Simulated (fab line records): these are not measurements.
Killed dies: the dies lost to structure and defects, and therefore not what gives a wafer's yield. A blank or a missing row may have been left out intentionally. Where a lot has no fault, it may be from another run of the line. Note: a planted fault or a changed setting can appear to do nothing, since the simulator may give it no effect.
Tool commonality check / flow gf180mcu / 30 wafers sampled across 10 lots

## REASON FOR OPENING
At GF_NSD_TW_MEAS_12 the reading NSD_TW is flagged on 2 of 10 lots. Wafers without a fault read 4249, standard deviation 31.
Rule: a lot gets a flag if all its wafers with a number sit over 4 standard deviations from that mean, or if no wafer of it has a number. The rest of the lots are taken to be sound.

lot=L176; measured=day 14 03:21; on=film_metro-04; NSD_TW, wafer by wafer=4287 4309 4275; flag=
lot=L177; measured=day 14 14:53; on=film_metro-04; NSD_TW, wafer by wafer=4313 4285 4301; flag=
lot=L184; measured=day 17 06:30; on=film_metro-04; NSD_TW, wafer by wafer=4277 4251 4262; flag=
lot=L187; measured=day 18 03:24; on=film_metro-04; NSD_TW, wafer by wafer=4259 4252 4251; flag=
lot=L188; measured=day 18 12:16; on=film_metro-04; NSD_TW, wafer by wafer=4253 4249 4237; flag=
lot=L192; measured=day 20 00:02; on=film_metro-04; NSD_TW, wafer by wafer=4301 4304 4275; flag=
lot=L193; measured=day 20 08:41; on=film_metro-02; NSD_TW, wafer by wafer=4516 4505 4506; flag=FLAGGED
lot=L194; measured=day 20 15:12; on=film_metro-01; NSD_TW, wafer by wafer=4479 4499 4490; flag=FLAGGED
lot=L195; measured=day 21 02:52; on=film_metro-01; NSD_TW, wafer by wafer=4217 4231 4225; flag=
lot=L196; measured=day 21 04:44; on=film_metro-01; NSD_TW, wafer by wafer=4240 4231 4252; flag=
The numbers of the flagged lots are 4499 on average: +250 against the usual, or +8 standard deviations.

## WHICH TOOL EACH LOT WENT THROUGH
2 process steps preceding the reading are held in the record, out of 602 steps in the route. Every cell lists first the tool, next ch and the chambers used by the sampled wafers, and last the start.
lot=L176; flag=; GF_NSD_IMPLANT_09=implanter-01 ch 0, day 14 02:58; GF_NSD_STRIP_11=plasma_asher-03 ch 0,1, day 14 03:14
lot=L177; flag=; GF_NSD_IMPLANT_09=implanter-02 ch 0, day 14 14:29; GF_NSD_STRIP_11=plasma_asher-03 ch 0,1, day 14 14:47
lot=L184; flag=; GF_NSD_IMPLANT_09=implanter-01 ch 0, day 17 06:07; GF_NSD_STRIP_11=plasma_asher-02 ch 0,1, day 17 06:23
lot=L187; flag=; GF_NSD_IMPLANT_09=implanter-02 ch 0, day 18 03:00; GF_NSD_STRIP_11=plasma_asher-03 ch 1, day 18 03:18
lot=L188; flag=; GF_NSD_IMPLANT_09=implanter-02 ch 0, day 18 11:52; GF_NSD_STRIP_11=plasma_asher-04 ch 0,1, day 18 12:09
lot=L192; flag=; GF_NSD_IMPLANT_09=implanter-02 ch 0, day 19 23:38; GF_NSD_STRIP_11=plasma_asher-03 ch 0,1, day 19 23:56
lot=L193; flag=FLAGGED; GF_NSD_IMPLANT_09=implanter-02 ch 0, day 20 08:18; GF_NSD_STRIP_11=plasma_asher-03 ch 0,1, day 20 08:34
lot=L194; flag=FLAGGED; GF_NSD_IMPLANT_09=implanter-02 ch 0, day 20 14:51; GF_NSD_STRIP_11=plasma_asher-03 ch 0,1, day 20 15:07
lot=L195; flag=; GF_NSD_IMPLANT_09=implanter-01 ch 0, day 21 02:28; GF_NSD_STRIP_11=plasma_asher-03 ch 0,1, day 21 02:46
lot=L196; flag=; GF_NSD_IMPLANT_09=implanter-01 ch 0, day 21 04:20; GF_NSD_STRIP_11=plasma_asher-02 ch 0,1, day 21 04:38
What these steps do:
- GF_NSD_IMPLANT_09
- GF_NSD_STRIP_11: strips in O2/N2.
- GF_NSD_TW_MEAS_12

## FLAGGED AGAINST TOTAL, ONE TOOL AT A TIME (gauges that did the reading follow at the end)
step=GF_NSD_IMPLANT_09; tool=implanter-01; lots run=4; flagged=0; share of the flagged lots=none; sound lots run after its first flagged lot=-
step=GF_NSD_IMPLANT_09; tool=implanter-02; lots run=6; flagged=2; share of the flagged lots=all; sound lots run after its first flagged lot=0
step=GF_NSD_STRIP_11; tool=plasma_asher-02; lots run=2; flagged=0; share of the flagged lots=none; sound lots run after its first flagged lot=-
step=GF_NSD_STRIP_11; tool=plasma_asher-03; lots run=7; flagged=2; share of the flagged lots=all; sound lots run after its first flagged lot=1 (L195)
step=GF_NSD_STRIP_11; tool=plasma_asher-04; lots run=1; flagged=0; share of the flagged lots=none; sound lots run after its first flagged lot=-
step=GF_NSD_TW_MEAS_12; tool=film_metro-01; lots run=3; flagged=1; share of the flagged lots=some; sound lots run after its first flagged lot=2 (L195,L196)
step=GF_NSD_TW_MEAS_12; tool=film_metro-02; lots run=1; flagged=1; share of the flagged lots=some; sound lots run after its first flagged lot=0
step=GF_NSD_TW_MEAS_12; tool=film_metro-04; lots run=6; flagged=0; share of the flagged lots=none; sound lots run after its first flagged lot=-

## WHAT THE TABLE ALLOWS
implanter-02 at GF_NSD_IMPLANT_09 and plasma_asher-03 at GF_NSD_STRIP_11 are the 2 rows of the table that ran each flagged lot.
- implanter-02 at GF_NSD_IMPLANT_09: 2 of its 6 lots flagged. A fault beginning between L192 (day 19 23:38), its last sound lot, and L193 (day 20 08:18), its first flagged one, fits the data. Its own readings lie more than 4 standard deviations out on every wafer of the flagged lots: beam_energy_keV.
- plasma_asher-03 at GF_NSD_STRIP_11: 2 of its 7 lots flagged. After the first flagged lot (L195), sound lots still ran on it; a lasting fault on the whole tool would not permit that. Its own readings lie more than 4 standard deviations out on every wafer of the flagged lots: strip_time_to_endpoint_s.
One tool is left: implanter-02 at GF_NSD_IMPLANT_09.

## WHAT WAS PUT IN BY THE SIMULATOR
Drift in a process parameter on implanter-02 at GF_NSD_IMPLANT_09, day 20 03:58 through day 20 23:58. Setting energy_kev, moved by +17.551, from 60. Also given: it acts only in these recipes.
Struck lots among those shown: L193, L194. Same finding as the rule above.
